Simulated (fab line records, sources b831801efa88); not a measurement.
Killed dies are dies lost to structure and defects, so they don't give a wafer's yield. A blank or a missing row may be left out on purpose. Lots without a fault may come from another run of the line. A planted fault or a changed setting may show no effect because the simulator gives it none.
A struck lot beside a sound one | flow sky130 | 36 steps out of a route of 708
Sound: wafers L396.1, L396.2, L396.5. Struck: wafer L386.5. (L386.4 of the same lot was not struck and is left out.) The cause comes at the end.
At each step with rows: each side's tool, then ch and its chambers, then its first start. Under that, the readings that differ: sound wafers | struck wafers | difference of the means | sigmas: that difference in standard deviations of wafers without a fault.
alike: readings whose means differ by less than 2 such deviations, and words and numbers that are the same on both sides. not compared: withheld readings, readings that some wafer has no value for, bounds like >300 that may hide the same value, and numbers for which the record gives no deviation and whose values overlap.
The two part at a step that has a row with sigmas, a row that says differs or no value, or rows on one side only. Numbers that don't overlap but have no deviation are shown without sigmas and don't part them. A reading that every wafer of one side lacks parts them only if that side has two wafers or more.

first, 10 steps without rows for these wafers: SKY_POLY_CUT_ETCH_10 (etches BARC in N2/H2, stops on SiO2, time 45.9 s, target depth 60 nm); SKY_POLY_CUT_ETCH_11 (etches Si3N4 in CF4/CH2F2/Ar, stops on poly-Si, time 42.5 s, target depth 60 nm); SKY_POLY_CUT_STRIP_12 (strips in O2/N2); SKY_SD_P_DEHYDRATE_00 (time 60 s); SKY_SD_P_HMDS_01 (prime time 60 s); SKY_SD_P_COAT_02 (resist thk 1140 nm); SKY_SD_P_SOFTBAKE_03 (time 60 s); SKY_SD_P_EXPOSE_04 (exposes mask PSDM, target cd 380 nm); SKY_SD_P_PEB_05; SKY_SD_P_DEVELOP_06 (develop time 60 s).
SKY_SD_P_IMPLANT_09:
  sound on implanter-02 ch 0, day 31 04:15; struck on implanter-02 ch 0, day 28 01:56
SKY_SD_P_STRIP_10: strips in O2/N2.
  sound on plasma_asher-03 ch 0,1, day 31 04:24; struck on plasma_asher-01 ch 1, day 28 02:02
  reading                      | sound             | struck | difference | sigmas
  oes_product_au (a.u.)        | 0.624 0.617 0.621 | 0.633  | +0.012     | +3
  strip_time_to_endpoint_s (s) | 17.51 17.48 17.53 | 16.77  | -0.74      | -18
  alike: drypump_motor_current_A
  not compared: rf_hours_counter_h
SKY_SD_P_TW_MEAS_11:
  sound on film_metro-02, day 31 04:30; struck on film_metro-03, day 28 02:08
  reading | sound          | struck | difference | sigmas
  SD_P_TW | 2784 2775 2792 | 2639   | -145       | -4
then, 21 steps without rows for these wafers: SKY_RES_XHIGH_DEHYDRATE_00 (time 60 s); SKY_RES_XHIGH_HMDS_01 (prime time 60 s); SKY_RES_XHIGH_COAT_02 (resist thk 1140 nm); SKY_RES_XHIGH_SOFTBAKE_03 (time 60 s); SKY_RES_XHIGH_EXPOSE_04 (exposes mask URPM, target cd 1270 nm); SKY_RES_XHIGH_PEB_05; SKY_RES_XHIGH_DEVELOP_06 (develop time 60 s); SKY_RES_XHIGH_IMPLANT_07; SKY_RES_XHIGH_STRIP_08 (strips in O2/N2); SKY_SD_N_DEHYDRATE_00 (time 60 s); SKY_SD_N_HMDS_01 (prime time 60 s); SKY_SD_N_COAT_02 (resist thk 1140 nm); SKY_SD_N_SOFTBAKE_03 (time 60 s); SKY_SD_N_EXPOSE_04 (exposes mask NSDM, target cd 380 nm); SKY_SD_N_PEB_05; SKY_SD_N_DEVELOP_06 (develop time 60 s); SKY_SD_N_IMPLANT_09; SKY_SD_N_IMPLANT_10; SKY_SD_N_STRIP_11 (strips in O2/N2); SKY_SD_N_CLEAN_13 (cleans in SC1/SC2, time 150 s); SKY_SD_N_RTA_14 (time 2 s).
-- the record jumps here: 2 days lie between the struck wafers' starts before and after --
SKY_SD_N_RS_MEAS_17: measures by four-point-probe.
  sound on film_metro-02, day 33 11:05; struck on film_metro-03, day 30 11:27
  reading          | sound             | struck | difference | sigmas
  SD_P_RS (ohm/sq) | 146.4 146.6 146.8 | 153.5  | +6.9       | +23
-- the record jumps here: 17 days lie between the struck wafers' starts before and after (it left off in module SD_N and takes up again in module PAD_OPEN, whose first step shown is number 708 of the route) --
SKY_PAD_OPEN_PROBE_99:
  sound on prober-01, day 49 15:19; struck on prober-01, day 47 11:54
  reading                                 | sound             | struck | difference | sigmas
  model.etest.licon_high_po.rc_ohm        | 340.9 351.1 356.4 | 1101   | +752       |
  model.etest.res_high_po.line_ohm_um     | 746.7 760 742.2   | 1274   | +524       |
  model.etest.res_pdiff.line_ohm_um       | 1345 1338 1343    | 1633   | +291       |
  model.etest.pfet_01v8.r_on_ohm_um       | 2894 2868 2894    | 3137   | +252       |
  model.etest.res_high_po.rs_ohm_sq_range | 8.784 6.847 8.129 | 197.1  | +189.2     |
  model.etest.pfet_g5v0d10v5.r_on_ohm_um  | 4854 4785 4826    | 4902   | +80        |
  model.etest.res_high_po.rs_ohm_sq       | 262.6 267.2 264.3 | 445.8  | +181.1     |
  model.etest.licon_pdiff.rc_ohm          | 602 585.8 583.8   | 760    | +169       |
  alike: killed_at_M0_to_M3, killed_at_M4_up, killed_at_contacts, killed_at_front_end, killed_at_other, killed_dies, killed_open, killed_short

WHERE THEY PART
First at SKY_SD_P_STRIP_10; last, within this record, at SKY_SD_N_RS_MEAS_17. Later steps at which nothing parts them and some readings are alike: SKY_PAD_OPEN_PROBE_99.

WHY: what the simulator had put in
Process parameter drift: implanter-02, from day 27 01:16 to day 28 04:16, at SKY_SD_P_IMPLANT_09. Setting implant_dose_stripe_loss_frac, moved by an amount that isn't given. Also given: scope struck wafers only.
